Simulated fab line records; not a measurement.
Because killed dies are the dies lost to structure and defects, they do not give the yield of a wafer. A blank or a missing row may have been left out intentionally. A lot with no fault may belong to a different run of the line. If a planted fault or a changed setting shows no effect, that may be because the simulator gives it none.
The tool behind it: which one? / flow sky130 / route of 708 steps, sampled at 1 step: 11 lots, 33 wafers

WHAT THE GAUGES SHOWED, per wafer
SKY_METAL1_THK_MEAS_06: measures by xrf.
lot=L770; measured=day 32 20:25; on=filmMetro-03; METAL1_ALCU_THK (nm)=244 246 246
lot=L773; measured=day 34 01:10; on=filmMetro-04; METAL1_ALCU_THK (nm)=252 253 250
lot=L774; measured=day 34 07:36; on=filmMetro-04; METAL1_ALCU_THK (nm)=249 246 243
lot=L775; measured=day 34 15:12; on=filmMetro-02; METAL1_ALCU_THK (nm)=247 247 253
lot=L777; measured=day 35 07:19; on=filmMetro-02; METAL1_ALCU_THK (nm)=247 244 247
lot=L781; measured=day 36 04:47; on=filmMetro-03; METAL1_ALCU_THK (nm)=246 246 245
lot=L783; measured=day 37 01:53; on=filmMetro-04; METAL1_ALCU_THK (nm)=250 244 251
lot=L784; measured=day 37 02:46; on=filmMetro-04; METAL1_ALCU_THK (nm)=248 255 252
lot=L788; measured=day 38 11:31; on=filmMetro-03; METAL1_ALCU_THK (nm)=245 249 248
lot=L789; measured=day 39 00:55; on=filmMetro-02; METAL1_ALCU_THK (nm)=244 253 244
lot=L790; measured=day 39 05:47; on=filmMetro-02; METAL1_ALCU_THK (nm)=254 252 251

TOOL THAT RAN EACH LOT (tool first, then ch and the chambers of the sampled wafers, then the start)
Record: no process step prior to these readings.

THE ANSWER, worked out from the rows above alone
Rule: usual is defined by the lots themselves. Put in order of their means at a reading, lots are off if they are a third of the lots or fewer, leave a main group of 4 or more, and stand apart from it by a gap of 3 or more times the standard deviation of the main group's means; of several such gaps the widest counts. A main group whose means are all the same, to the digits that the tables above print for the reading, isn't used. Also off: a lot with no number at a reading for which 4 or more lots have one. The other lots that the step has rows for count as sound.
Nothing can be told from this: no lot is off at any reading shown.

WHAT THE SIMULATOR HAD INSERTED
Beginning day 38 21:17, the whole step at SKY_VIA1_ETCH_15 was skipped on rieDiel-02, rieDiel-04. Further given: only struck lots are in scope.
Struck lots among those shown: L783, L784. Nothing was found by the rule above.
